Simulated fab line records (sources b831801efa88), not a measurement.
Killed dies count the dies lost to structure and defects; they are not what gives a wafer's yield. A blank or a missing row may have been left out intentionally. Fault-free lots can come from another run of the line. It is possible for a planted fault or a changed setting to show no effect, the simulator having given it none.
The tool behind it: which one?    flow sky130    13 lots with 39 wafers sampled at 3 steps, on a route of 708 steps

## WHAT THE GAUGES SHOWED, per wafer
SKY_CAP2M_THK_MEAS_01.
lot   measured      on            CAP2M_CVD_00_THK (nm)
L536  day 39 20:41  filmMetro-01  15.40 15.55 15.48
L537  day 39 23:23  filmMetro-01  15.66 15.49 15.57
L539  day 40 18:11  filmMetro-01  15.52 15.58 15.95
L543  day 42 16:52  filmMetro-01  15.46 15.65 15.62
L546  day 42 19:09  filmMetro-03  15.41 15.32 15.62
L548  day 43 07:58  filmMetro-01  15.30 15.68 15.72
L550  day 43 19:40  filmMetro-03  15.51 15.45 15.68
L551  day 44 04:45  filmMetro-01  15.67 15.93 15.84
L552  day 44 09:11  filmMetro-03  15.45 15.54 15.79
L553  day 44 13:31  filmMetro-01  15.63 15.79 16.04
L556  day 45 11:47  filmMetro-01  15.85 15.64 15.75
L557  day 45 15:23  filmMetro-01  15.40 15.52 15.34
L558  day 45 22:06  filmMetro-03  15.44 15.28 15.68

SKY_VIA4_BOW_MEAS_03.
lot   measured      on            VIA4_BOW (um)
L536  day 41 22:40  filmMetro-02  77 102 79
L537  day 42 01:14  filmMetro-04  81 86 81
L539  day 42 20:46  filmMetro-04  70 77 68
L543  day 44 16:51  filmMetro-04  83 73 81
L546  day 44 19:39  filmMetro-04  79 101 72
L548  day 45 06:19  filmMetro-04  92 80 87
L550  day 45 17:52  filmMetro-01  98 89 70
L551  day 46 02:11  filmMetro-02  77 72 82
L552  day 46 05:40  filmMetro-04  75 89 89
L553  day 46 10:22  filmMetro-04  78 81 83
L556  day 47 07:19  filmMetro-01  90 85 88
L557  day 47 10:54  filmMetro-01  81 81 85
L558  day 47 16:36  filmMetro-04  93 75 80

SKY_PASSIVATION_THK_MEAS_03.
lot   measured      on            PASSIVATION_CVD_02_THK (nm)
L536  day 43 23:11  filmMetro-02  542 540 543
L537  day 44 02:21  filmMetro-01  534 537 547
L539  day 44 20:50  filmMetro-02  529 538 538
L543  day 46 14:05  filmMetro-02  538 546 548
L546  day 46 17:00  filmMetro-01  533 545 539
L548  day 47 02:44  filmMetro-01  539 548 545
L550  day 47 13:18  filmMetro-02  546 546 546
L551  day 47 21:40  filmMetro-01  540 547 552
L552  day 48 00:40  filmMetro-03  534 530 542
L553  day 48 04:45  filmMetro-01  537 540 542
L556  day 49 00:21  filmMetro-01  528 536 542
L557  day 49 03:35  filmMetro-01  530 538 544
L558  day 49 09:40  filmMetro-02  525 527 540

## EACH LOT AND THE TOOL THAT RAN IT (in order: tool; ch and the chambers of the sampled wafers; start)
Before these readings, the record contains no process step.

## WHAT THE TOOLS THEMSELVES READ (means of the sampled wafers that have a number; where no wafer has one, the mark that the record gives instead)
The record holds no such reading with a usual standard deviation.

## THE ANSWER, worked out from the rows above alone
Rule: usual is defined by the lots themselves. The widest of any qualifying gaps counts: lots, ordered by their means at a reading, are off when they make up no more than a third of the lots, leave a main group of 4 or more, and stand apart from it by 3 or more times the standard deviation of that group's means. Not used: any main group whose means are identical at the precision the tables above print for the reading. Also off: a lot with no number at a reading for which 4 or more lots have one. The other lots that the step has rows for count as sound. The gauges are gone through in route order, then the tools' own readings, and for those a lot's mean is taken as printed above. The first step at which some lot is off is used, and at that step the reading that is off furthest; a lot without a number counts as furthest.
Nothing can be told from this: no lot is off at any reading shown.

## WHAT THE SIMULATOR PUT IN
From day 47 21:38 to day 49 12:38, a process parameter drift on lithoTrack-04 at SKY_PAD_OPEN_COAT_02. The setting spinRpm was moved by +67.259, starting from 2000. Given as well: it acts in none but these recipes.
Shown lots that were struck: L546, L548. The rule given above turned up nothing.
